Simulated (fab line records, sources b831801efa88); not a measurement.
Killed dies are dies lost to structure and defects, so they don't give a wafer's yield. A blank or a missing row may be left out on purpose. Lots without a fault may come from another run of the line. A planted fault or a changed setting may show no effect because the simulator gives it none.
Problem report in the 8D (eight disciplines) form, filled by code | flow sky130 | the parts of the form that need people (team, actions taken, sign-off) are left out

1. THE PROBLEM
NWELL_TW at SKY_NWELL_TW_MEAS_15 reads a mean of 1723 on 3 wafers of 3 lots; wafers without a fault read 1818 with a standard deviation of 13. That is -7.3 standard deviations from the usual mean.
First seen on wafer L537.3, day 6 18:39, on film_metro-03. The record holds 34 wafers of 12 lots with a number at this step. Rule for "out", or "out of limits": more than 4 standard deviations from the usual mean. The other wafers with a number count as sound.

2. WHAT IT IS AND WHAT IT IS NOT
question                    | is                           | is not
which readings at this step | NWELL_TW                     | -
which lots                  | L537, L539, L540             | L528, L530, L533, L543, L544, L546, L548, L550, L551
which wafers of those lots  | L537.3, L539.4, L540.4       | L537.5, L539.5, L540.1, L540.5
read on which gauges        | film_metro-02, film_metro-03 | -
when                        | from day 6 18:39             | up to then (10 sound wafers); but 21 sound wafers of L539, L540, L543, L544, L546, L548, L550, L551 came after

3. SUSPECTS, AND WHAT RULES EACH OUT
Counting: a tool at a process step up to the reading stays a suspect if it ran every lot that is out. Sound lots after the first of them don't rule it out here, since some wafers of a struck lot are sound.
- the gauge at SKY_NWELL_TW_MEAS_15: ruled out. The wafers that are out were read on 2 gauges (film_metro-02, film_metro-03).
- implanter-02 at SKY_NWELL_IMPLANT_11: kept. It ran every lot that is out, first L537 (day 6 18:08); its last sound lot up to then is L533 (day 5 14:32). Its own readings are out on those wafers: beam_on_s, faraday_current_uA.
Left after counting: implanter-02 at SKY_NWELL_IMPLANT_11.

4. THE CAUSE (what the simulator had put in)
Process parameter drift: implanter-02, from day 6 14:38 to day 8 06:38, at SKY_NWELL_IMPLANT_11. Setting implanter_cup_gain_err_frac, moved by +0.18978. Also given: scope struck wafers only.
Counting left only this tool.

5. THE CHAIN OF EFFECTS, in route order
Each row: a reading whose mean over the struck wafers that have a number lies more than 3 standard deviations from the usual. Only readings for which the record gives a usual standard deviation are gone through. hours: the time from each lot's start at the first step in this table that gives one to its start at this step, as a median over the lots. sigmas: the change in usual standard deviations.
hours | step                 | reading            | usual        | on struck wafers | change | sigmas
0     | SKY_NWELL_IMPLANT_11 | beam_on_s          | 10.00 s      | 8.29             | -1.71  | -7.8
0     | SKY_NWELL_IMPLANT_11 | faraday_current_uA | 107.1        | 129.0            | +21.9  | +9.1
1     | SKY_NWELL_TW_MEAS_15 | NWELL_TW           | 1818         | 1723             | -95    | -7.3
20    | SKY_NWELL_RS_MEAS_29 | NWELL_RS           | 624.2 ohm/sq | 684.9            | +60.7  | +38
The process steps in it:
- SKY_NWELL_IMPLANT_11

6. WHAT WOULD HAVE CAUGHT IT SOONER
In this record the first reading out of limits at a measuring or inspecting step was taken at day 6 18:39, 4 hours after the fault began at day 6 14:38.
The tool's own readings at SKY_NWELL_IMPLANT_11 were out on every struck wafer that the step has a row for (beam_on_s, faraday_current_uA): an alarm limit on them would have fired on the first of those.
Of the lots that are out (3), L539, L540 began SKY_NWELL_IMPLANT_11 on implanter-02 after day 6 18:39. A hold on the tool at that time would have spared those 2.
